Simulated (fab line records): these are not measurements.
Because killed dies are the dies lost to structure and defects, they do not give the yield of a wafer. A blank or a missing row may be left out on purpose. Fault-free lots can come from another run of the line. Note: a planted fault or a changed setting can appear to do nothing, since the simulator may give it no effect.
Which of the tools did it? ; flow gf180mcu ; 14 lots with 42 wafers sampled at 3 steps, on a route of 602 steps

## WHAT THE GAUGES SHOWED, per wafer
GF_STI_BOW_MEAS_00.
lot;measured;on;INCOMING_BOW (um)
L731;day 1 10:00;film_metro-01;-15 -9 5
L732;day 1 15:00;film_metro-01;1 -1 -4
L733;day 1 20:01;film_metro-01;7 -4 -3
L734;day 2 01:02;film_metro-01;-7 -4 -5
L735;day 2 06:00;film_metro-02;15 10 -9
L736;day 2 11:01;film_metro-01;-13 -7 3
L737;day 2 16:01;film_metro-02;10 3 11
L739;day 3 02:02;film_metro-03;13 7 10
L740;day 3 07:02;film_metro-03;-6 -8 -2
L741;day 3 12:04;film_metro-01;-1 -5 6
L751;day 5 14:00;film_metro-03;-2 -4 -2
L752;day 5 19:02;film_metro-03;1 -1 2
L753;day 6 00:01;film_metro-02;9 0 12
L754;day 6 05:00;film_metro-03;6 -2 4

GF_STI_THK_MEAS_30.
lot;measured;on;STI_OXIDATION_02_THK (nm)
L731;day 2 06:43;film_metro-03;9.81 9.73 9.86
L732;day 2 10:26;film_metro-01;10.38 10.27 10.40
L733;day 2 15:49;film_metro-03;9.68 9.74 9.78
L734;day 2 22:07;film_metro-01;10.04 9.93 10.07
L735;day 3 02:49;film_metro-03;9.75 9.78 9.87
L736;day 3 06:32;film_metro-03;9.89 10.04 9.92
L737;day 3 12:52;film_metro-02;9.85 9.88 9.80
L739;day 4 01:05;film_metro-03;10.02 10.14 10.02
L740;day 4 05:27;film_metro-03;10.30 10.22 10.38
L741;day 4 09:13;film_metro-02;10.22 10.32 10.20
L751;day 6 14:11;film_metro-03;10.11 10.26 10.08
L752;day 7 00:26;film_metro-01;10.11 10.20 10.05
L753;day 7 05:22;film_metro-01;9.96 10.04 9.94
L754;day 7 10:25;film_metro-02;10.00 10.10 10.07

GF_LVPWELL_TW_MEAS_11.
lot;measured;on;LVPWELL_TW
L731;day 3 21:49;film_metro-04;566 563 565
L732;day 4 03:52;film_metro-04;567 565 566
L733;day 4 07:14;film_metro-04;567 565 568
L734;day 4 15:19;film_metro-02;560 561 564
L735;day 4 20:09;film_metro-04;566 567 568
L736;day 4 23:59;film_metro-04;564 566 565
L737;day 5 07:08;film_metro-04;565 565 567
L739;day 5 19:32;film_metro-03;559 562 559
L740;day 6 00:35;film_metro-02;568 564 562
L741;day 6 08:34;film_metro-04;566 570 571
L751;day 8 15:29;film_metro-03;558 559 559
L752;day 9 01:18;film_metro-03;560 560 560
L753;day 9 07:55;film_metro-04;567 565 568
L754;day 9 14:13;film_metro-03;559 561 562

## EACH LOT AND THE TOOL THAT RAN IT (in order: tool; ch and the chambers of the sampled wafers; start)
The record shows no process step preceding these readings.

## WHAT THE TOOLS THEMSELVES READ (means of the sampled wafers that have a number; where no wafer has one, the mark that the record gives instead)
The record holds no such reading with a usual standard deviation.

## THE ANSWER, worked out from the rows above alone
Rule: the lots themselves supply what counts as usual. The widest of any qualifying gaps counts: lots, ordered by their means at a reading, are off when they make up no more than a third of the lots, leave a main group of 4 or more, and stand apart from it by 3 or more times the standard deviation of that group's means. Not used: any main group whose means are identical at the precision the tables above print for the reading. A lot without any number at a reading at which 4 lots or more have one is off too. The other lots that the step has rows for count as sound. The gauges are gone through in route order, then the tools' own readings, and for those a lot's mean is taken as printed above. At the first step where some lot is off, the reading lying furthest off is the one used; lots without a number count as furthest.
None of the lots is off at any reading shown; this tells nothing.

## WHAT THE SIMULATOR HAD INSERTED
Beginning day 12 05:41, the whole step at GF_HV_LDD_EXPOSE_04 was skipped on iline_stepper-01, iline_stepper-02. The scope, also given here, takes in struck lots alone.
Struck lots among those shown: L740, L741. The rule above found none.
